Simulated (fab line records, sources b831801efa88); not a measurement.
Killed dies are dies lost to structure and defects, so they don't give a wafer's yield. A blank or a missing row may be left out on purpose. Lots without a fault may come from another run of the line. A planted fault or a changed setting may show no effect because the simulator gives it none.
fab line records | flow gf180mcu
record lots=5 wafers=15 last_day=32
route steps=602 shown CONTACT@292 M1@315
lots that met no fault: from a run of the same line without faults
start_h: hours from the record's first day to the start of the lot's first wafer shown | wait_h: hours since the lot's step before | " the same as in the row above | L1.1+2: a row that stands for several wafers | - no value, or no start given | * or withheld: withheld | < > ~ a bound
route shown NAME@n: a module of which the file shows steps, and the number in the route of the first | usual: mean/standard deviation of fault-free wafers | same: alike in all rows | chamber/n: place in a boat | sites: the reading at each site | _std_site: their standard deviation | _edge_site: outer sites' mean less inner sites' | radius_mm: how far each site lies from the wafer's centre | mask NAME#n: copy n | behind: the tool/chamber that last shaped the wafer | hold: why the lot was held/for how many hours/how that ended | device: the transistor (n, p or np) that didn't switch | end of line: the same wafers' tests at the end of the route | a step without rows: its recipe alone | killed: dies lost to structure and defects at the first sort, not the wafer's yield | map: a wafer's dies, x killed, . not, _ none there
set.NAME: the setting as run; set.NAME@STEP: as run at that earlier step | model.NAME: the simulator's own value behind a step, which no gauge read
lots at some steps of the route; a table a step, a row a wafer
services: from which hour (start_h, from the record's first day; less than 0 if before it) a tool's chamber was out of use, for how many hours, and why
## steps
# step GF_CONTACT_BOW_MEAS_05
# recipe mode=bow
# usual CONTACT_BOW=66/6.5
# columns lot.wafer tool chamber start_h wait_h CONTACT_BOW[um]
L077.1 film_metro-04 - 370.40 0.1 64
L077.4 " - " " 58
L077.5 " - " " 58
L083.3 film_metro-04 - 416.46 0.3 66
L083.4 " - " " 67
L083.6 " - " " 72
L086.3 film_metro-04 - 448.70 0.3 58
L086.4 " - " " 71
L086.5 " - " " 67
L088.1 film_metro-01 - 462.34 0.2 75
L088.3 " - " " 73
L088.6 " - " " 71
L090.1 film_metro-03 - 475.49 0.1 73
L090.2 " - " " 70
L090.4 " - " " 70
# step GF_CONTACT_DEHYDRATE_06
# recipe temp_c=200 time_s=60
# columns lot.wafer tool chamber start_h wait_h
L077.1+4+5 litho_track-03 0 381.51 11.1
L083.3+4+6 litho_track-02 0 427.60 11.1
L086.3+4+5 litho_track-02 0 460.40 11.7
L088.1+3+6 litho_track-02 0 473.60 11.2
L090.1+2+4 litho_track-02 0 486.75 11.2
# step GF_CONTACT_HMDS_07
# recipe prime_time_s=60 prime_temp_c=120
# columns lot.wafer tool chamber start_h wait_h
L077.1+4+5 litho_track-03 0 381.66 0.1
L083.3+4+6 litho_track-02 0 427.75 0.1
L086.3+4+5 litho_track-02 0 460.55 0.1
L088.1+3+6 litho_track-02 0 473.75 0.1
L090.1+2+4 litho_track-02 0 486.90 0.1
# step GF_CONTACT_COAT_08
# recipe resist=BARC temp_c=withheld time_s=withheld spin_rpm=withheld resist_thk_nm=withheld
# columns lot.wafer tool chamber start_h wait_h
L077.1+4+5 litho_track-03 0 381.81 0.1
L083.3+4+6 litho_track-02 0 427.90 0.1
L086.3+4+5 litho_track-02 0 460.70 0.1
L088.1+3+6 litho_track-02 0 473.90 0.1
L090.1+2+4 litho_track-02 0 487.05 0.1
# step GF_CONTACT_COAT_09
# recipe resist=KrF spin_rpm=withheld resist_thk_nm=1000
# columns lot.wafer tool chamber start_h wait_h
L077.1+4+5 litho_track-03 0 - -
L083.3+4+6 litho_track-02 0 - -
L086.3+4+5 litho_track-02 0 - -
L088.1+3+6 litho_track-02 0 - -
L090.1+2+4 litho_track-02 0 - -
# step GF_CONTACT_SOFTBAKE_10
# recipe temp_c=130 time_s=60 resist=KrF
# columns lot.wafer tool chamber start_h wait_h
L077.1+4+5 litho_track-03 0 - -
L083.3+4+6 litho_track-02 0 - -
L086.3+4+5 litho_track-02 0 - -
L088.1+3+6 litho_track-02 0 - -
L090.1+2+4 litho_track-02 0 - -
# step GF_CONTACT_EXPOSE_11
# recipe mask_id=Contact target_cd_nm=220 na=0.68 source_shape=conventional sigma_outer=0.6 dose_mj=38
# columns lot.wafer tool chamber start_h wait_h mask
L077.1+4+5 krf_scanner-01 0 - - Contact#0
L083.3+4+6 krf_scanner-02 0 - - Contact#0
L086.3+4+5 krf_scanner-02 0 - - Contact#0
L088.1+3+6 krf_scanner-01 0 - - Contact#0
L090.1+2+4 krf_scanner-02 0 - - Contact#0
# step GF_CONTACT_PEB_12
# recipe peb_temp_c=135 peb_time_s=93.16 resist=KrF
# usual plate_sensor_t_centre_C=136.13/0.0098 plate_sensor_t_edge_C=136.29/0.01
# columns lot.wafer tool chamber start_h wait_h plate_sensor_t_centre_C plate_sensor_t_edge_C
L077.1 litho_track-04 0 - - 136.13 136.3
L077.4 " 0 " " 136.11 136.3
L077.5 " 0 " " 136.13 136.29
L083.3 litho_track-02 0 - - 136.14 136.3
L083.4 " 0 " " 136.13 136.29
L083.6 " 0 " " 136.13 136.31
L086.3 litho_track-04 0 - - 136.13 136.29
L086.4 " 0 " " 136.13 136.29
L086.5 " 0 " " 136.11 136.28
L088.1 litho_track-03 0 - - 136.13 136.29
L088.3 " 0 " " 136.12 136.3
L088.6 " 0 " " 136.12 136.27
L090.1 litho_track-02 0 - - 136.11 136.29
L090.2 " 0 " " 136.12 136.3
L090.4 " 0 " " 136.13 136.3
# step GF_CONTACT_DEVELOP_13
# recipe develop_time_s=60 resist=KrF dev_temp_c=21
# columns lot.wafer tool chamber start_h wait_h
L077.1+4+5 litho_track-04 0 393.00 0.2
L083.3+4+6 litho_track-02 0 440.15 0.1
L086.3+4+5 litho_track-04 0 472.55 0.1
L088.1+3+6 litho_track-03 0 486.05 0.2
L090.1+2+4 litho_track-02 0 498.95 0.2
# step GF_CONTACT_CD_MEAS_14
# recipe target_cd_nm=220
# usual cd_nm=220.0/1.8
# columns lot.wafer tool chamber start_h wait_h cd_nm
L077.1 cd_sem-02 - 393.15 0.1 217.9
L077.4 " - " " 217.8
L077.5 " - " " 219.0
L083.3 cd_sem-02 - 440.29 0.1 221.1
L083.4 " - " " 219.1
L083.6 " - " " 219.3
L086.3 cd_sem-02 - 472.69 0.1 223.3
L086.4 " - " " 222.6
L086.5 " - " " 221.8
L088.1 cd_sem-02 - 486.20 0.1 218.3
L088.3 " - " " 220.2
L088.6 " - " " 218.5
L090.1 cd_sem-02 - 499.10 0.1 220.5
L090.2 " - " " 220.4
L090.4 " - " " 222.7
# step GF_CONTACT_OVL_MEAS_15
# usual CONTACT_OVL=-6/5.3
# columns lot.wafer tool chamber start_h wait_h CONTACT_OVL[nm]
L077.1 overlay-01 - 393.27 0.1 -14
L077.4 " - " " -15
L077.5 " - " " -16
L083.3 overlay-01 - 440.38 0.1 -6
L083.4 " - " " -4
L083.6 " - " " -10
L086.3 overlay-01 - 472.78 0.1 -8
L086.4 " - " " -4
L086.5 " - " " -3
L088.1 overlay-01 - 486.32 0.1 -10
L088.3 " - " " -2
L088.6 " - " " -7
L090.1 overlay-02 - 499.22 0.1 -4
L090.2 " - " " -7
L090.4 " - " " -11
# step GF_CONTACT_ETCH_16
# recipe chemistry=N2/H2 target_depth_a=withheld overetch_a=withheld time_s=withheld target=BARC ion_energy_ev=200 source_w=500 bias_w=100 pressure_mtorr=30 n2_flow_sccm=100 h2_flow_sccm=200
# usual drypump_motor_current_A=5.8/0.35 oes_product_au=0.857/0.0049 throttle_valve_pct=13.227/0.0087
# columns lot.wafer tool chamber start_h wait_h drypump_motor_current_A oes_product_au throttle_valve_pct
L077.1 rie_diel-03 3 393.31 0.0 6.1 0.853 13.223
L077.4 " 1 " " 5.8 0.858 13.230
L077.5 " 2 " " 6.1 0.855 13.229
L083.3 rie_diel-02 1 440.41 0.0 6.1 0.857 13.222
L083.4 " 2 " " 5.4 0.854 13.223
L083.6 " 1 " " 6.1 0.858 13.221
L086.3 rie_diel-02 0 472.80 0.0 5.5 0.863 13.232
L086.4 " 3 " " 5.8 0.851 13.232
L086.5 " 2 " " 5.4 0.863 13.228
L088.1 rie_diel-03 3 486.36 0.0 6.1 0.854 13.212
L088.3 " 2 " " 6.1 0.858 13.230
L088.6 " 1 " " 5.8 0.857 13.230
L090.1 rie_diel-01 1 499.26 0.0 5.4 0.856 13.225
L090.2 " 0 " " 5.7 0.856 13.206
L090.4 " 1 " " 5.4 0.863 13.231
# step GF_CONTACT_ETCH_17
# recipe chemistry=C4F8/O2/Ar mask_material=KrF target=SiO2 stop_on=CoSi2 source_w=1500 bias_w=1200 pressure_mtorr=40 c4f8_flow_sccm=withheld O2_flow_sccm=6 Ar_flow_sccm=300 time_s=withheld target_depth_a=8600
# usual oes_product_au=0.816/0.0046
# columns lot.wafer tool chamber start_h wait_h oes_product_au
L077.1 rie_diel-03 3 - - 0.812
L077.4 " 1 " " 0.818
L077.5 " 2 " " 0.808
L083.3 rie_diel-02 1 - - 0.815
L083.4 " 2 " " 0.810
L083.6 " 1 " " 0.824
L086.3 rie_diel-02 0 - - 0.812
L086.4 " 3 " " 0.813
L086.5 " 2 " " 0.825
L088.1 rie_diel-03 3 - - 0.816
L088.3 " 2 " " 0.818
L088.6 " 1 " " 0.819
L090.1 rie_diel-01 1 - - 0.813
L090.2 " 0 " " 0.821
L090.4 " 1 " " 0.819
# step GF_CONTACT_STRIP_18
# recipe chemistry=O2/N2 power_w=1416 pressure_mtorr=1500 platen_temp_c=250 o2_flow_sccm=3000 n2_flow_sccm=300 overash_fraction=0.5
# usual drypump_motor_current_A=5.7/0.45 heater_power_w=337/10 oes_product_au=0.582/0.0049
# columns lot.wafer tool chamber start_h wait_h drypump_motor_current_A heater_power_w oes_product_au rf_hours_counter_h
L077.1 plasma_asher-02 1 393.47 - 6.4 349 0.574 61
L077.4 " 0 " " 5.4 354 0.582 -
L077.5 " 0 " " 5.4 345 0.580 -
L083.3 plasma_asher-02 1 440.60 - 6.4 347 0.581 -
L083.4 " 0 " " 5.4 353 0.583 -
L083.6 " 1 " " 6.4 342 0.574 -
L086.3 plasma_asher-01 1 473.00 - 5.4 335 0.582 -
L086.4 " 0 " " 5.5 331 0.583 -
L086.5 " 0 " " 5.5 314 0.586 -
L088.1 plasma_asher-02 1 486.52 - 6.4 344 0.577 70
L088.3 " 0 " " 5.4 347 0.587 -
L088.6 " 0 " " 5.4 350 0.581 -
L090.1 plasma_asher-01 1 499.50 - 5.4 332 0.587 85
L090.2 " 0 " " 5.5 329 0.588 85
L090.4 " 0 " " 5.5 327 0.582 -
# step GF_CONTACT_CLEAN_19
# recipe chemistry=SPM
# columns lot.wafer tool chamber start_h wait_h
L077.1+4+5 wet_bench-04 1 393.57 0.1
L083.3+4+6 wet_bench-01 2 440.67 0.0
L086.3+4+5 wet_bench-01 0 473.07 0.0
L088.1+3+6 wet_bench-04 1 486.62 0.1
L090.1+2+4 wet_bench-03 0 499.60 0.1
# step GF_CONTACT_CLEAN_20
# recipe chemistry=DIW
# columns lot.wafer tool chamber start_h wait_h
L077.1+4+5 wet_bench-01 0 393.67 0.0
L083.3+4+6 wet_bench-03 1 440.76 0.0
L086.3+4+5 wet_bench-03 3 473.16 0.0
L088.1+3+6 wet_bench-01 2 486.71 0.0
L090.1+2+4 wet_bench-01 3 499.69 0.0
# step GF_CONTACT_CLEAN_21
# recipe chemistry=dHF time_s=20 dilution=100:1 dry=ipa_marangoni
# columns lot.wafer tool chamber start_h wait_h
L077.1+4+5 wet_bench-04 0 393.76 0.0
L083.3+4+6 wet_bench-04 3 440.86 0.0
L086.3+4+5 wet_bench-04 2 473.25 0.0
L088.1+3+6 wet_bench-03 1 486.81 0.0
L090.1+2+4 wet_bench-03 2 499.78 0.0
# step GF_CONTACT_SPUTTER_22
# recipe material=Ti target_thk_nm=15 chamber_pressure_pa=5 power_w=2500 substrate_temp_c=200 time_s=80.02
# usual chamber_pressure_pa=4.999/0.01 throttle_valve_pct=29.9/0.97
# columns lot.wafer tool chamber start_h wait_h chamber_pressure_pa throttle_valve_pct
L077.1 pvd_sputter-04 - 393.78 0.0 4.992 29.7
L077.4 " - " " 5.003 30.5
L077.5 " - " " 4.991 29.8
L083.3 pvd_sputter-02 - 440.88 0.0 4.994 30.2
L083.4 " - " " 4.992 29.9
L083.6 " - " " 4.983 27.6
L086.3 pvd_sputter-04 - 473.26 0.0 5.016 30.6
L086.4 " - " " 4.998 29.8
L086.5 " - " " 4.990 30.5
L088.1 pvd_sputter-04 - 486.84 0.0 4.995 30.8
L088.3 " - " " 4.991 29.6
L088.6 " - " " 4.999 30.6
L090.1 pvd_sputter-02 - 499.80 0.0 5.012 29.7
L090.2 " - " " 5.000 29.5
L090.4 " - " " 4.994 29.8
# step GF_CONTACT_SPUTTER_23
# recipe material=TiN target_thk_nm=10 chamber_pressure_pa=5 power_w=4000 time_s=40
# usual chamber_pressure_pa=5.000/0.0093 throttle_valve_pct=29.9/0.95
# columns lot.wafer tool chamber start_h wait_h chamber_pressure_pa throttle_valve_pct
L077.1 pvd_sputter-04 - 393.84 0.0 4.986 29.8
L077.4 " - " " 5.001 30.8
L077.5 " - " " 4.998 29.6
L083.3 pvd_sputter-02 - 440.94 0.0 5.002 30.3
L083.4 " - " " 5.001 29.8
L083.6 " - " " 5.025 27.7
L086.3 pvd_sputter-04 - 473.33 0.0 4.993 30.6
L086.4 " - " " 5.006 30.1
L086.5 " - " " 4.994 30.7
L088.1 pvd_sputter-04 - 486.90 0.0 5.005 30.8
L088.3 " - " " 5.017 29.8
L088.6 " - " " 5.000 30.5
L090.1 pvd_sputter-02 - 499.86 0.0 4.996 29.8
L090.2 " - " " 4.989 29.9
L090.4 " - " " 5.006 29.5
# step GF_CONTACT_CVD_24
# recipe material=W target_thk_nm=300 time_s=90.339 temp_c=400 pressure_torr=40
# usual heater_power_w=866/69
# columns lot.wafer tool chamber start_h wait_h heater_power_w
L077.1 cvd_w-02 0 393.88 0.0 813
L077.4 " 0 " " 831
L077.5 " 0 " " 818
L083.3 cvd_w-01 0 441.01 0.1 751
L083.4 " 1 " " 906
L083.6 " 0 " " 767
L086.3 cvd_w-02 0 473.40 0.1 831
L086.4 " 1 " " 958
L086.5 " 1 " " 949
L088.1 cvd_w-01 1 486.94 0.0 914
L088.3 " 1 " " 929
L088.6 " 1 " " 916
L090.1 cvd_w-01 1 499.90 0.0 899
L090.2 " 0 " " 759
L090.4 " 0 " " 775
# step GF_CONTACT_RS_MEAS_25
# recipe thk_meas_gauge=four-point-probe reads=W_of_CONTACT_CVD_24+TiN_of_CONTACT_SPUTTER_23+Ti_of_CONTACT_SPUTTER_22
# usual CONTACT_W_RS=0.385/0.004
# columns lot.wafer tool chamber start_h wait_h CONTACT_W_RS[ohm/sq]
L077.1 film_metro-01 - 393.98 0.1 0.382
L077.4 " - " " 0.379
L077.5 " - " " 0.382
L083.3 film_metro-04 - 441.12 0.1 0.391
L083.4 " - " " 0.391
L083.6 " - " " 0.388
L086.3 film_metro-04 - 473.51 0.1 0.385
L086.4 " - " " 0.388
L086.5 " - " " 0.390
L088.1 film_metro-01 - 487.04 0.1 0.389
L088.3 " - " " 0.391
L088.6 " - " " 0.387
L090.1 film_metro-04 - 500.00 0.1 0.384
L090.2 " - " " 0.379
L090.4 " - " " 0.380
# step GF_CONTACT_THK_MEAS_26
# recipe thk_meas_gauge=xrf reads=W_of_CONTACT_CVD_24
# usual CONTACT_W_THK=289/4.4
# columns lot.wafer tool chamber start_h wait_h CONTACT_W_THK[nm]
L077.1 film_metro-01 - 394.10 0.1 296
L077.4 " - " " 297
L077.5 " - " " 297
L083.3 film_metro-04 - 441.22 0.1 282
L083.4 " - " " 283
L083.6 " - " " 285
L086.3 film_metro-04 - 473.61 0.1 289
L086.4 " - " " 287
L086.5 " - " " 284
L088.1 film_metro-01 - 487.16 0.1 291
L088.3 " - " " 288
L088.6 " - " " 291
L090.1 film_metro-04 - 500.12 0.1 286
L090.2 " - " " 290
L090.4 " - " " 290
# step GF_CONTACT_CMP_27
# recipe stop_on=SiO2 down_force_psi=3.5 platen_rpm=60 t_overpolish_s=15 target_thk_nm=0 pad_velocity_m_s=0.94248
# usual motor_current_A=11.2/1.2 overpolish_run_s=15.001/0.0092 time_to_endpoint_s=70/3.4
# columns lot.wafer tool chamber start_h wait_h motor_current_A overpolish_run_s time_to_endpoint_s
L077.1 cmp-01 0 394.37 0.3 10.6 14.997 65
L077.4 " 1 " " 10.6 14.984 68
L077.5 " 0 " " 11.6 15.004 65
L083.4 cmp-02 3 441.26 0.0 11.5 15.000 66
L083.3 " 2 " " 9.8 14.976 68
L083.6 " 3 " " 10.9 15.006 66
L086.3 cmp-02 2 473.70 0.1 9.4 15.008 71
L086.4 " 3 " " 11.0 15.012 68
L086.5 " 1 " " 11.8 15.002 73
L088.3 cmp-02 2 487.27 0.1 9.5 14.997 72
L088.1 " 3 " " 10.5 14.999 68
L088.6 " 1 " " 11.1 14.998 74
L090.1 cmp-01 0 500.18 0.1 10.9 14.999 68
L090.2 " 1 " " 11.2 14.997 70
L090.4 " 3 " " 13.0 15.002 76
# step GF_M1_SPUTTER_00
# recipe material=Ti target_thk_nm=37.5 arriving_ion_energy_ev=80 substrate_temp_c=200 chamber_pressure_pa=2 power_w=4000 time_s=150
# usual chamber_pressure_pa=2.000/0.0039 throttle_valve_pct=30.2/0.68
# columns lot.wafer tool chamber start_h wait_h chamber_pressure_pa throttle_valve_pct
L077.1 pvd_sputter-01 - 394.62 0.2 1.998 29.3
L077.4 " - " " 1.998 30.3
L077.5 " - " " 2.012 30.6
L083.3 pvd_sputter-04 - 441.56 0.1 1.992 29.7
L083.4 " - " " 2.000 30.6
L083.6 " - " " 2.001 29.6
L086.3 pvd_sputter-03 - 473.97 0.2 1.995 31.4
L086.4 " - " " 2.004 29.3
L086.5 " - " " 2.001 31.3
L088.1 pvd_sputter-03 - 487.52 0.1 2.003 30.8
L088.3 " - " " 1.997 31.3
L088.6 " - " " 2.000 31.1
L090.1 pvd_sputter-04 - 500.48 0.2 2.002 30.7
L090.2 " - " " 1.990 29.8
L090.4 " - " " 2.008 30.6
# step GF_M1_SPUTTER_01
# recipe material=TiN target_thk_nm=30 power_w=6500 time_s=25 chamber_pressure_pa=0.4
# usual chamber_pressure_pa=0.3999/0.00078 throttle_valve_pct=30.2/0.71
# columns lot.wafer tool chamber start_h wait_h chamber_pressure_pa throttle_valve_pct
L077.1 pvd_sputter-01 - 394.72 0.1 0.4007 29.0
L077.4 " - " " 0.3998 30.6
L077.5 " - " " 0.3992 30.2
L083.3 pvd_sputter-04 - 441.66 0.1 0.4001 29.9
L083.4 " - " " 0.3994 30.3
L083.6 " - " " 0.4023 29.9
L086.3 pvd_sputter-03 - 474.07 0.1 0.3999 31.0
L086.4 " - " " 0.4005 29.7
L086.5 " - " " 0.3998 30.9
L088.1 pvd_sputter-03 - 487.62 0.1 0.3992 30.5
L088.3 " - " " 0.3998 31.6
L088.6 " - " " 0.3994 31.2
L090.1 pvd_sputter-04 - 500.58 0.1 0.4004 30.8
L090.2 " - " " 0.3997 29.8
L090.4 " - " " 0.4009 30.8
# step GF_M1_SPUTTER_02
# recipe material=AlCu target_thk_nm=450 power_w=10600 time_s=23.9 chamber_pressure_pa=0.4
# usual chamber_pressure_pa=0.4001/0.00085 throttle_valve_pct=30.2/0.71
# columns lot.wafer tool chamber start_h wait_h chamber_pressure_pa throttle_valve_pct
L077.1 pvd_sputter-01 - 394.75 0.0 0.3992 28.8
L077.4 " - " " 0.3999 30.2
L077.5 " - " " 0.4007 30.2
L083.3 pvd_sputter-04 - 441.69 0.0 0.4006 29.8
L083.4 " - " " 0.3998 30.7
L083.6 " - " " 0.3988 30.1
L086.3 pvd_sputter-03 - 474.10 0.0 0.4000 31.5
L086.4 " - " " 0.4018 29.5
L086.5 " - " " 0.3985 31.1
L088.1 pvd_sputter-03 - 487.65 0.0 0.3996 30.3
L088.3 " - " " 0.4014 31.7
L088.6 " - " " 0.4015 31.1
L090.1 pvd_sputter-04 - 500.61 0.0 0.3997 30.5
L090.2 " - " " 0.3990 29.7
L090.4 " - " " 0.4005 30.9
# step GF_M1_SPUTTER_03
# recipe material=Ti target_thk_nm=10 substrate_temp_c=300 chamber_pressure_pa=0.3 power_w=3000 time_s=6.7
# usual chamber_pressure_pa=0.3000/0.00052 throttle_valve_pct=30.2/0.7
# columns lot.wafer tool chamber start_h wait_h chamber_pressure_pa throttle_valve_pct
L077.1 pvd_sputter-01 - 394.78 0.0 0.2991 28.9
L077.4 " - " " 0.3000 30.4
L077.5 " - " " 0.2991 30.3
L083.3 pvd_sputter-04 - 441.72 0.0 0.3002 29.6
L083.4 " - " " 0.2997 30.4
L083.6 " - " " 0.3003 29.9
L086.3 pvd_sputter-03 - 474.13 0.0 0.2993 31.4
L086.4 " - " " 0.3010 29.7
L086.5 " - " " 0.2998 31.0
L088.1 pvd_sputter-03 - 487.68 0.0 0.3012 30.6
L088.3 " - " " 0.2995 31.4
L088.6 " - " " 0.2999 31.2
L090.1 pvd_sputter-04 - 500.64 0.0 0.3008 30.3
L090.2 " - " " 0.3003 29.9
L090.4 " - " " 0.2990 30.8
# step GF_M1_SPUTTER_04
# recipe material=TiN target_thk_nm=50 power_w=6500 time_s=41.7 chamber_pressure_pa=0.4
# usual chamber_pressure_pa=0.4000/0.00089 throttle_valve_pct=30.2/0.72
# columns lot.wafer tool chamber start_h wait_h chamber_pressure_pa throttle_valve_pct
L077.1 pvd_sputter-01 - 394.80 0.0 0.3993 29.0
L077.4 " - " " 0.4007 30.6
L077.5 " - " " 0.3990 30.4
L083.3 pvd_sputter-04 - 441.74 0.0 0.3997 29.8
L083.4 " - " " 0.4053 30.4
L083.6 " - " " 0.3990 29.8
L086.3 pvd_sputter-03 - 474.15 0.0 0.4010 31.2
L086.4 " - " " 0.3985 29.6
L086.5 " - " " 0.3996 31.1
L088.1 pvd_sputter-03 - 487.70 0.0 0.3998 30.7
L088.3 " - " " 0.3993 31.4
L088.6 " - " " 0.3992 31.1
L090.1 pvd_sputter-04 - 500.66 0.0 0.3993 30.4
L090.2 " - " " 0.4010 29.8
L090.4 " - " " 0.3992 30.5
# step GF_M1_RS_MEAS_05
# recipe thk_meas_gauge=four-point-probe reads=TiN_of_M1_SPUTTER_04+Ti_of_M1_SPUTTER_03+AlCu_of_M1_SPUTTER_02+TiN_of_M1_SPUTTER_01+Ti_of_M1_SPUTTER_00
# usual M1_ALCU_RS=0.0695/0.00082
# columns lot.wafer tool chamber start_h wait_h M1_ALCU_RS[ohm/sq]
L077.1 film_metro-02 - 394.84 0.0 0.0686
L077.4 " - " " 0.0687
L077.5 " - " " 0.0691
L083.3 film_metro-04 - 441.82 0.1 0.0677
L083.4 " - " " 0.0688
L083.6 " - " " 0.0681
L086.3 film_metro-02 - 474.23 0.1 0.0680
L086.4 " - " " 0.0689
L086.5 " - " " 0.0692
L088.1 film_metro-02 - 487.74 0.0 0.0677
L088.3 " - " " 0.0685
L088.6 " - " " 0.0693
L090.1 film_metro-02 - 500.70 0.0 0.0699
L090.2 " - " " 0.0697
L090.4 " - " " 0.0688
# step GF_M1_THK_MEAS_06
# recipe thk_meas_gauge=xrf reads=AlCu_of_M1_SPUTTER_02
# usual M1_ALCU_THK=449/5.6
# columns lot.wafer tool chamber start_h wait_h M1_ALCU_THK[nm]
L077.1 film_metro-02 - 394.96 0.1 452
L077.4 " - " " 451
L077.5 " - " " 448
L083.3 film_metro-04 - 441.92 0.1 461
L083.4 " - " " 453
L083.6 " - " " 460
L086.3 film_metro-02 - 474.33 0.1 456
L086.4 " - " " 452
L086.5 " - " " 451
L088.1 film_metro-02 - 487.86 0.1 457
L088.3 " - " " 454
L088.6 " - " " 448
L090.1 film_metro-02 - 500.82 0.1 447
L090.2 " - " " 449
L090.4 " - " " 449
# step GF_M1_DEHYDRATE_07
# recipe temp_c=200 time_s=60
# columns lot.wafer tool chamber start_h wait_h
L077.1+4+5 litho_track-02 0 406.70 11.7
L083.3+4+6 litho_track-01 0 453.14 11.2
L086.3+4+5 litho_track-01 0 485.74 11.4
L088.1+3+6 litho_track-01 0 499.19 11.3
L090.1+2+4 litho_track-03 0 511.60 10.8
# step GF_M1_HMDS_08
# recipe prime_time_s=60 prime_temp_c=120
# columns lot.wafer tool chamber start_h wait_h
L077.1+4+5 litho_track-02 0 406.85 0.1
L083.3+4+6 litho_track-01 0 453.29 0.1
L086.3+4+5 litho_track-01 0 485.89 0.1
L088.1+3+6 litho_track-01 0 499.34 0.1
L090.1+2+4 litho_track-03 0 511.75 0.1
# step GF_M1_COAT_09
# recipe resist=KrF spin_rpm=withheld resist_thk_nm=1000
# columns lot.wafer tool chamber start_h wait_h
L077.1+4+5 litho_track-02 0 407.00 0.1
L083.3+4+6 litho_track-01 0 453.44 0.1
L086.3+4+5 litho_track-01 0 486.04 0.1
L088.1+3+6 litho_track-01 0 499.49 0.1
L090.1+2+4 litho_track-03 0 511.90 0.1
# step GF_M1_SOFTBAKE_10
# recipe temp_c=130 time_s=60 resist=KrF
# columns lot.wafer tool chamber start_h wait_h
L077.1+4+5 litho_track-02 0 407.15 0.1
L083.3+4+6 litho_track-01 0 453.59 0.1
L086.3+4+5 litho_track-01 0 486.19 0.1
L088.1+3+6 litho_track-01 0 499.64 0.1
L090.1+2+4 litho_track-03 0 512.05 0.1
# step GF_M1_EXPOSE_11
# recipe mask_id=Metal1 target_cd_nm=230 na=0.68 source_shape=conventional sigma_outer=0.6 dose_mj=28
# columns lot.wafer tool chamber start_h wait_h mask
L077.1+4+5 krf_scanner-02 0 - - Metal1#0
L083.3+4+6 krf_scanner-01 0 - - Metal1#0
L086.3+4+5 krf_scanner-01 0 - - Metal1#0
L088.1+3+6 krf_scanner-02 0 - - Metal1#0
L090.1+2+4 krf_scanner-01 0 - - Metal1#0
# step GF_M1_PEB_12
# recipe peb_temp_c=135 peb_time_s=90 resist=KrF
# columns lot.wafer tool chamber start_h wait_h
L077.1+4+5 litho_track-02 0 - -
L083.3+4+6 litho_track-01 0 - -
L086.3+4+5 litho_track-01 0 - -
L088.1+3+6 litho_track-02 0 - -
L090.1+2+4 litho_track-02 0 - -
# step GF_M1_DEVELOP_13
# recipe develop_time_s=60 dev_temp_c=21
# columns lot.wafer tool chamber start_h wait_h
L077.1+4+5 litho_track-02 0 418.85 0.2
L083.3+4+6 litho_track-01 0 465.39 0.1
L086.3+4+5 litho_track-01 0 497.29 0.1
L088.1+3+6 litho_track-02 0 511.05 0.2
L090.1+2+4 litho_track-02 0 523.30 0.2
# step GF_M1_CD_MEAS_14
# recipe target_cd_nm=230
# usual cd_nm=230.5/1.2
# columns lot.wafer tool chamber start_h wait_h cd_nm
L077.1 cd_sem-02 - 419.00 0.1 229.8
L077.4 " - " " 228.2
L077.5 " - " " 229.7
L083.3 cd_sem-02 - 465.53 0.1 232.4
L083.4 " - " " 234.0
L083.6 " - " " 231.3
L086.3 cd_sem-02 - 497.43 0.1 231.8
L086.4 " - " " 230.9
L086.5 " - " " 231.3
L088.1 cd_sem-01 - 511.20 0.1 231.1
L088.3 " - " " 232.1
L088.6 " - " " 229.9
L090.1 cd_sem-02 - 523.45 0.1 230.1
L090.2 " - " " 229.4
L090.4 " - " " 229.2
# step GF_M1_OVL_MEAS_15
# usual M1_OVL=2/5.7
# columns lot.wafer tool chamber start_h wait_h M1_OVL[nm]
L077.1 overlay-01 - 419.12 0.1 -4
L077.4 " - " " 12
L077.5 " - " " -6
L083.3 overlay-02 - 465.62 0.1 3
L083.4 " - " " -6
L083.6 " - " " -3
L086.3 overlay-02 - 497.52 0.1 -2
L086.4 " - " " -6
L086.5 " - " " 1
L088.1 overlay-02 - 511.32 0.1 10
L088.3 " - " " 12
L088.6 " - " " 3
L090.1 overlay-02 - 523.57 0.1 -2
L090.2 " - " " 8
L090.4 " - " " 8
# step GF_M1_METAL_ETCH_16
# recipe chemistry=Cl2/BCl3 mask_material=KrF target_depth_nm=750.8 stop_on=SiO2 pressure_mtorr=8 icp_w=800 bias_w=140 Cl2_flow_sccm=80 bcl3_flow_sccm=40 time_s=125.1
# usual drypump_motor_current_A=5.7/0.51 oes_product_au=0.988/0.0089 throttle_valve_pct=28.231/0.012
# columns lot.wafer tool chamber start_h wait_h drypump_motor_current_A oes_product_au rf_hours_counter_h throttle_valve_pct
L077.1 rie_metal-02 1 419.16 0.0 6.4 0.997 9 28.227
L077.4 " 0 " " 5.7 0.973 - 28.258
L077.5 " 0 " " 5.8 0.976 - 28.234
L083.3 rie_metal-01 1 465.73 0.1 5.5 0.985 - 28.236
L083.4 " 1 " " 5.5 0.992 - 28.243
L083.6 " 1 " " 5.5 0.993 - 28.223
L086.3 rie_metal-03 1 497.59 0.1 4.9 0.996 - 28.214
L086.4 " 0 " " 6.4 0.990 - 28.239
L086.5 " 1 " " 4.8 0.993 - 28.229
L088.1 rie_metal-03 1 511.36 0.0 4.9 0.990 10 28.218
L088.3 " 1 " " 4.8 0.989 - 28.227
L088.6 " 1 " " 4.8 0.991 - 28.233
L090.1 rie_metal-01 1 523.61 0.0 5.5 0.983 9 28.231
L090.2 " 0 " " 5.8 0.994 13 28.232
L090.4 " 0 " " 5.8 0.993 - 28.218
## services
# columns tool chamber start_h hours kind
krf_scanner-01 - 359.70 4.4 pm
krf_scanner-02 - 361.01 29.8 repair
pvd_sputter-03 - 378.29 1.2 repair
krf_scanner-02 - 390.81 4.0 pm
pvd_sputter-03 - 393.74 2.6 repair
krf_scanner-01 - 394.83 1.0 pm
krf_scanner-01 - 395.83 1.3 pm
rie_diel-02 3 397.91 6.5 repair
pvd_sputter-01 - 415.00 14.4 repair
pvd_sputter-01 - 417.69 1.0 repair
pvd_sputter-03 - 422.53 14.5 repair
krf_scanner-02 - 428.86 0.8 pm
krf_scanner-01 - 431.35 0.8 pm
krf_scanner-02 - 439.85 4.4 pm
wet_bench-01 - 443.91 1.9 repair
wet_bench-01 - 446.68 1.2 repair
pvd_sputter-01 - 463.74 5.0 repair
pvd_sputter-03 - 471.36 2.3 repair
krf_scanner-01 - 481.41 4.2 repair
wet_bench-03 - 489.77 4.9 repair
pvd_sputter-04 - 491.11 1.5 repair
krf_scanner-02 - 500.59 1.0 pm
wet_bench-01 - 508.74 2.3 repair
krf_scanner-02 - 515.19 1.3 pm
## key
fault none
